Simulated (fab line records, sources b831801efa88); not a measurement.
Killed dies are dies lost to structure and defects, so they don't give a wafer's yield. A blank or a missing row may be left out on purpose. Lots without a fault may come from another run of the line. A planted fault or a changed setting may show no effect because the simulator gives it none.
Which tool did it? | flow sky130 | 11 lots, 33 wafers sampled, at 5 steps of a route of 708

WHAT THE GAUGES READ, wafer by wafer
SKY_LI_CONTACT_THK_MEAS_01.
lot  | measured     | on            | LI_CONTACT_HDPCVD_THK (nm)
L579 | day 29 06:41 | film_metro-02 | 939 935 931
L580 | day 29 10:40 | film_metro-03 | 933 945 933
L581 | day 29 16:55 | film_metro-03 | 751 748 749 750 748 748
L582 | day 29 20:15 | film_metro-03 | 735 752 737 733 752 738
L591 | day 33 08:35 | film_metro-03 | 928 934 931
L593 | day 33 20:05 | film_metro-02 | 927 933 938
L595 | day 34 14:22 | film_metro-03 | 946 936 931
L599 | day 35 15:53 | film_metro-04 | 946 925 928
L597 | day 35 17:58 | film_metro-03 | 933 936 935
L600 | day 35 21:52 | film_metro-02 | 938 923 935
L601 | day 36 06:10 | film_metro-02 | 941 937 942

SKY_LOCAL_INTERCONNECT_THK_MEAS_02: measures by xrf.
lot  | measured     | on            | LOCAL_INTERCONNECT_TIN_THK (nm)
L579 | day 30 11:41 | film_metro-04 | 100.7 100.1 101.0
L580 | day 30 16:26 | film_metro-01 | 101.9 101.2 101.8
L581 | day 30 22:47 | film_metro-04 | 100.5 101.0 100.6
L582 | day 31 01:28 | film_metro-01 | 99.8 100.7 99.2
L591 | day 34 13:56 | film_metro-01 | 100.4 99.2 101.3
L593 | day 35 01:12 | film_metro-02 | 102.4 102.8 100.4
L595 | day 35 19:50 | film_metro-02 | 100.8 100.2 101.4
L599 | day 36 20:15 | film_metro-04 | 102.1 100.8 100.5
L597 | day 36 21:53 | film_metro-02 | 100.9 101.0 101.3
L600 | day 37 02:01 | film_metro-02 | 100.7 101.7 102.2
L601 | day 37 09:35 | film_metro-01 | 101.0 100.1 101.1

WHICH TOOL RAN EACH LOT (tool, then ch and the chambers of the sampled wafers, then the start)
lot  | SKY_LI_CONTACT_HDPCVD_00         | SKY_LI_CONTACT_CMP_02         | SKY_LOCAL_INTERCONNECT_SPUTTER_00
L579 | hdpcvd-01 ch 0,1, day 29 06:32   | cmp-02 ch 0,2, day 29 06:45   | pvd_sputter-04, day 30 11:29
L580 | hdpcvd-02 ch 0,1,2, day 29 10:34 | cmp-02 ch 1,3, day 29 10:47   | pvd_sputter-01, day 30 16:14
L581 | hdpcvd-01 ch 0,1, day 29 16:46   | cmp-02 ch 0,1,2, day 30 00:23 | pvd_sputter-01, day 30 22:37
L582 | hdpcvd-01 ch 0,1, day 29 20:05   | cmp-02 ch 0,2,3, day 29 20:47 | pvd_sputter-01, day 31 01:17
L591 | hdpcvd-01 ch 0,1,2, day 33 08:29 | cmp-02 ch 0,1,2, day 33 08:41 | pvd_sputter-04, day 34 13:46
L593 | hdpcvd-01 ch 0,1, day 33 19:57   | cmp-02 ch 0,1,3, day 33 20:16 | pvd_sputter-04, day 35 00:59
L595 | hdpcvd-01 ch 0,1,2, day 34 14:15 | cmp-02 ch 0,2,3, day 34 14:25 | pvd_sputter-04, day 35 19:38
L599 | hdpcvd-02 ch 0,1, day 35 15:46   | cmp-02 ch 0,1,2, day 35 15:59 | pvd_sputter-04, day 36 20:04
L597 | hdpcvd-01 ch 0,2, day 35 17:52   | cmp-01 ch 0,2,3, day 35 18:02 | pvd_sputter-01, day 36 21:43
L600 | hdpcvd-01 ch 0,1,2, day 35 21:47 | cmp-02 ch 0,2,3, day 35 22:02 | pvd_sputter-01, day 37 01:49
L601 | hdpcvd-01 ch 0,1, day 36 06:04   | cmp-01 ch 0,1,2, day 36 06:14 | pvd_sputter-04, day 37 09:24
- SKY_LI_CONTACT_HDPCVD_00: deposits PSG, target thk 930 nm, time 155 s.
- SKY_LI_CONTACT_CMP_02: polishes PSG.
- SKY_LOCAL_INTERCONNECT_SPUTTER_00: material TiN, target thk 100 nm, time 83.3 s.

WHAT THE TOOLS THEMSELVES READ (means of the sampled wafers that have a number; where no wafer has one, the mark that the record gives instead)
SKY_LI_CONTACT_HDPCVD_00.
lot  | tool      | sih4_flow_sccm (sccm)
L579 | hdpcvd-01 | 59.97
L580 | hdpcvd-02 | 59.92
L581 | hdpcvd-01 | 47.94
L582 | hdpcvd-01 | 48.03
L591 | hdpcvd-01 | 60.13
L593 | hdpcvd-01 | 59.98
L595 | hdpcvd-01 | 59.98
L599 | hdpcvd-02 | 59.79
L597 | hdpcvd-01 | 59.99
L600 | hdpcvd-01 | 59.91
L601 | hdpcvd-01 | 60.21

SKY_LI_CONTACT_CMP_02.
lot  | tool   | motor_current_A (A) | time_to_endpoint_s (s)
L579 | cmp-02 | 12.4                | 30.9
L580 | cmp-02 | 12.1                | 34.4
L581 | cmp-02 | 12.3                | 15.3
L582 | cmp-02 | 11.7                | 14.0
L591 | cmp-02 | 12.0                | 30.9
L593 | cmp-02 | 11.8                | 30.4
L595 | cmp-02 | 11.7                | 29.2
L599 | cmp-02 | 12.2                | 31.2
L597 | cmp-01 | 14.2                | 33.4
L600 | cmp-02 | 11.4                | 29.6
L601 | cmp-01 | 12.6                | 36.3

SKY_LOCAL_INTERCONNECT_SPUTTER_00.
lot  | tool           | throttle_valve_pct (%)
L579 | pvd_sputter-04 | 30.5
L580 | pvd_sputter-01 | 29.9
L581 | pvd_sputter-01 | 29.9
L582 | pvd_sputter-01 | 29.3
L591 | pvd_sputter-04 | 29.6
L593 | pvd_sputter-04 | 29.1
L595 | pvd_sputter-04 | 30.6
L599 | pvd_sputter-04 | 30.0
L597 | pvd_sputter-01 | 29.1
L600 | pvd_sputter-01 | 29.5
L601 | pvd_sputter-04 | 31.0

THE ANSWER, worked out from the rows above alone
Rule: what is usual is taken from the lots themselves. Put in order of their means at a reading, lots are off if they are a third of the lots or fewer, leave a main group of 4 or more, and stand apart from it by a gap of 3 or more times the standard deviation of the main group's means; of several such gaps the widest counts. A main group whose means are all the same, to the digits that the tables above print for the reading, isn't used. A lot without any number at a reading at which 4 lots or more have one is off too. The other lots that the step has rows for count as sound. The gauges are gone through in route order, then the tools' own readings, and for those a lot's mean is taken as printed above. The first step at which some lot is off is used, and at that step the reading that is off furthest; a lot without a number counts as furthest.
Off: L581, L582, at SKY_LI_CONTACT_THK_MEAS_01 (LI_CONTACT_HDPCVD_THK). The main group: mean 935 nm, standard deviation 2.8.
A tool fits if, at a process step before that reading, it ran every lot that is off, and no sound lot after the first of them. The gauges at SKY_LI_CONTACT_THK_MEAS_01 aren't tried: what is off there is off at SKY_LI_CONTACT_HDPCVD_00 too, on other tools, and a gauge's error can't cause that. None of those tried fits.

WHAT THE SIMULATOR HAD PUT IN
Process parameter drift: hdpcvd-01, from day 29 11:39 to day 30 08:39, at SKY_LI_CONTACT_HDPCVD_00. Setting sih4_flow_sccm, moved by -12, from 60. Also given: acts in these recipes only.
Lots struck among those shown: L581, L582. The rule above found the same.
